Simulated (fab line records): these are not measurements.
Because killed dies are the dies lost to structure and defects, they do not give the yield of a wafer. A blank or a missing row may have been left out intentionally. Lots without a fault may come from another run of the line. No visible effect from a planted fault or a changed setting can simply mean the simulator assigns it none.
A lot that was struck, set against a sound lot :: flow gf180mcu :: 13 steps out of a route of 602
Sound: wafers L549.1, L549.3, L549.5. Wafers struck: L552.3, L552.4, L552.6. The cause is named last.
Per side, at each step with rows, come the tool, then ch with its chambers, and then its first start. Under that, the readings that differ: sound wafers :: struck wafers :: difference of the means :: sigmas: that difference in standard deviations of wafers without a fault.
alike: words and numbers the same on both sides, and readings whose means are apart by under 2 such deviations; not compared: readings that were withheld, readings missing a value for some wafer, numbers with overlapping values and no deviation given by the record, and bounds like >300 which may hide the same value.
A row with sigmas, a row that says differs or no value, or rows on one side alone: a step with any of these is where the two part. Non-overlapping numbers with no deviation appear without sigmas and do not part them. Lack of a reading on every wafer of one side parts them only where that side has two or more wafers.

GF_SAB_OVL_MEAS_10:
  sound on overlay-02 at day 15 21:47; struck on overlay-02 at day 16 21:50
  alike: SAB_OVL
GF_SAB_ETCH_11: etches SiO2 in C4F8/O2/Ar, target depth 55 nm, time 8.5 s.
  sound on rie diel-01 ch 2,3, day 15 21:49; struck on rie diel-01 ch 0,1, day 16 21:52
  alike: oes product au
  not compared: rf hours counter h
then, 1 step without rows for these wafers: GF_SAB_WET_ETCH_12 (etches SiO2 in dHF, target depth 22 nm, time 440 s).
GF_SAB_STRIP_13: strips in O2/N2.
  sound on plasma asher-03 ch 0,1, day 15 21:59; struck on plasma asher-03 ch 0,1, day 16 22:02
reading: platen temp c (C)
sound: 249.82 249.72 250.01
struck: 250.43 250.29 250.16
difference: +0.44
sigmas: +3
  alike: drypump motor current A, heater power w, oes product au, strip time to endpoint s
  not compared: rf hours counter h
then, 2 steps without rows for these wafers: GF_SALICIDE_CLEAN_00 (cleans in SC1/SC2, time 150 s); GF_SALICIDE_WET_ETCH_01 (etches SiO2 in dHF, target depth 5 nm, time 100 s).
GF_SALICIDE_SPUTTER_02: material Co, target thk 10 nm, time 20 s.
  sound on pvd sputter-02 at day 15 22:10; struck on pvd sputter-02 at day 16 22:13
  alike: throttle valve pct
GF_SALICIDE_SPUTTER_03: material TiN, target thk 20 nm, time 16.7 s.
  sound on pvd sputter-02 at day 15 22:11; struck on pvd sputter-02 at day 16 22:14
  alike: throttle valve pct
GF_SALICIDE_RS_MEAS_04: measures by four-point-probe.
  sound on film metro-01 at day 15 22:15; struck on film metro-04 at day 16 22:19
  alike: SALICIDE_TIN_RS
GF_SALICIDE_THK_MEAS_05: measures by xrf.
  sound on film metro-01 at day 15 22:22; struck on film metro-04 at day 16 22:25
  alike: SALICIDE_TIN_THK
GF_SALICIDE_RTA_06: time 30 s.
  sound on rtp anneal-01 ch 0, day 15 22:26; struck on rtp anneal-01 ch 0, day 16 22:29
  alike: anneal temp c max, chamber o2 ppm, lamp power pct, wafer_temp_C_max
then, 1 step without rows for these wafers: GF_SALICIDE_WET_ETCH_07 (etches the open film in SPM, target depth 120 nm).
GF_SALICIDE_RTA_08: time 30 s.
  sound on rtp anneal-02 ch 0, day 15 22:38; struck on rtp anneal-02, day 16 22:41
  no value came back on the struck wafers for anneal temp c max, chamber o2 ppm, lamp power pct (%), wafer_temp_C_max; on the sound wafers anneal temp c max reads 803.7 803.7 803.2

WHERE THEY PART
Earliest at GF_SAB_STRIP_13; latest, in this record, at GF_SALICIDE_RTA_08.

WHY: whatever the simulator had introduced
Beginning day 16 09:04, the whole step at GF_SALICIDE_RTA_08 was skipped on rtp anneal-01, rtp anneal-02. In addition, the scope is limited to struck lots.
